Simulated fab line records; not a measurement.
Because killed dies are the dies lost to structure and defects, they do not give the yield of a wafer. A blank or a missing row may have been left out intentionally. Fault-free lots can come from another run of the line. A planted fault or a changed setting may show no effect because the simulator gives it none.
Which of the tools did it? + flow sky130 + 39 wafers from 13 lots sampled at 3 of the route's 708 steps

## WHAT EACH GAUGE READ, for each wafer
SKY_CAP2M_THK_MEAS_04: measures by xrf. Usual: CAP2M_TIN_THK typically reads 201.7 nm, with standard deviation 2.6.
| lot  | measured     | on            | CAP2M_TIN_THK (nm) | flag |
|------|--------------|---------------|--------------------|------|
| L121 | day 40 11:51 | film_metro-03 | 198.6 204.8 199.5  |      |
| L123 | day 41 04:14 | film_metro-02 | 205.7 207.2 206.6  |      |
| L124 | day 41 06:10 | film_metro-02 | 199.2 199.9 198.7  |      |
| L125 | day 41 19:41 | film_metro-02 | 205.0 202.2 204.3  |      |
| L127 | day 42 17:04 | film_metro-04 | 199.0 204.8 199.8  |      |
| L132 | day 43 10:51 | film_metro-03 | 193.6 199.0 194.8  |      |
| L131 | day 43 13:17 | film_metro-02 | 204.2 200.3 204.1  |      |
| L135 | day 44 04:50 | film_metro-02 | 203.2 206.1 208.1  |      |
| L137 | day 44 19:45 | film_metro-02 | 200.1 200.3 199.4  |      |
| L138 | day 45 04:00 | film_metro-03 | 203.1 203.1 204.7  |      |
| L141 | day 45 16:06 | film_metro-02 | 199.2 202.8 200.1  |      |
| L143 | day 45 23:38 | film_metro-04 | 202.8 201.6 202.9  |      |
| L142 | day 46 01:23 | film_metro-03 | 202.5 197.5 203.2  |      |

## WHICH TOOL RAN EACH LOT (tool, then ch and the chambers of the sampled wafers, then the start)
| lot  | SKY_METAL4_SPUTTER_00        | SKY_METAL4_SPUTTER_02        |
|------|------------------------------|------------------------------|
| L121 | pvd_sputter-01, day 40 11:23 | pvd_sputter-01, day 40 11:26 |
| L123 | pvd_sputter-03, day 41 03:44 | pvd_sputter-03, day 41 03:47 |
| L124 | pvd_sputter-01, day 41 05:41 | pvd_sputter-01, day 41 05:44 |
| L125 | pvd_sputter-01, day 41 19:13 | pvd_sputter-01, day 41 19:16 |
| L127 | pvd_sputter-01, day 42 16:34 | pvd_sputter-01, day 42 16:37 |
| L132 | pvd_sputter-03, day 43 10:22 | pvd_sputter-03, day 43 10:25 |
| L131 | pvd_sputter-01, day 43 12:49 | pvd_sputter-01, day 43 12:52 |
| L135 | pvd_sputter-01, day 44 04:21 | pvd_sputter-01, day 44 04:24 |
| L137 | pvd_sputter-04, day 44 19:16 | pvd_sputter-04, day 44 19:19 |
| L138 | pvd_sputter-01, day 45 03:31 | pvd_sputter-01, day 45 03:34 |
| L141 | pvd_sputter-01, day 45 15:37 | pvd_sputter-01, day 45 15:40 |
| L143 | pvd_sputter-01, day 45 23:10 | pvd_sputter-01, day 45 23:13 |
| L142 | pvd_sputter-03, day 46 00:55 | pvd_sputter-03, day 46 00:58 |
- SKY_METAL4_SPUTTER_00: material Ti, target thk 15 nm, time 10 s.
- SKY_METAL4_SPUTTER_02: material AlCu, target thk 735 nm, time 39.1 s.

## AS READ BY THE TOOLS THEMSELVES (means over the sampled wafers that have a number; for cases with no such wafer, the mark the record gives instead)
SKY_METAL4_SPUTTER_00. Usual: throttle_valve_pct reads 30.1 % (standard deviation 0.86).
| lot  | tool           | throttle_valve_pct (%) | flag |
|------|----------------|------------------------|------|
| L121 | pvd_sputter-01 | 30.6                   |      |
| L123 | pvd_sputter-03 | 29.0                   |      |
| L124 | pvd_sputter-01 | 30.5                   |      |
| L125 | pvd_sputter-01 | 30.3                   |      |
| L127 | pvd_sputter-01 | 30.4                   |      |
| L132 | pvd_sputter-03 | 29.9                   |      |
| L131 | pvd_sputter-01 | 30.4                   |      |
| L135 | pvd_sputter-01 | 30.3                   |      |
| L137 | pvd_sputter-04 | 30.8                   |      |
| L138 | pvd_sputter-01 | 30.5                   |      |
| L141 | pvd_sputter-01 | 30.2                   |      |
| L143 | pvd_sputter-01 | 30.3                   |      |
| L142 | pvd_sputter-03 | 29.8                   |      |

SKY_METAL4_SPUTTER_02. Usual: throttle_valve_pct reads 30.2 % (standard deviation 0.82).
| lot  | tool           | throttle_valve_pct (%) | flag |
|------|----------------|------------------------|------|
| L121 | pvd_sputter-01 | 30.5                   |      |
| L123 | pvd_sputter-03 | 29.2                   |      |
| L124 | pvd_sputter-01 | 30.6                   |      |
| L125 | pvd_sputter-01 | 30.3                   |      |
| L127 | pvd_sputter-01 | 30.3                   |      |
| L132 | pvd_sputter-03 | 29.7                   |      |
| L131 | pvd_sputter-01 | 30.7                   |      |
| L135 | pvd_sputter-01 | 30.1                   |      |
| L137 | pvd_sputter-04 | 30.9                   |      |
| L138 | pvd_sputter-01 | 30.4                   |      |
| L141 | pvd_sputter-01 | 30.2                   |      |
| L143 | pvd_sputter-01 | 30.2                   |      |
| L142 | pvd_sputter-03 | 29.9                   |      |

## THE ANSWER, worked out from the rows above alone
Rule: a lot counts as off when the mean over its wafers that have a number is more than 3 standard deviations away from the usual mean. Also off: a lot with no number at a reading for which 4 or more lots have one. The other lots that the step has rows for count as sound. After the gauges, taken in route order, come the tools' own readings; for these a lot's mean is taken, as printed above. At the first step where some lot is off, the reading lying furthest off is the one used; lots without a number count as furthest.
No lot is off on any of the readings shown, so nothing can be concluded from this.

## WHAT HAD BEEN PUT IN BY THE SIMULATOR
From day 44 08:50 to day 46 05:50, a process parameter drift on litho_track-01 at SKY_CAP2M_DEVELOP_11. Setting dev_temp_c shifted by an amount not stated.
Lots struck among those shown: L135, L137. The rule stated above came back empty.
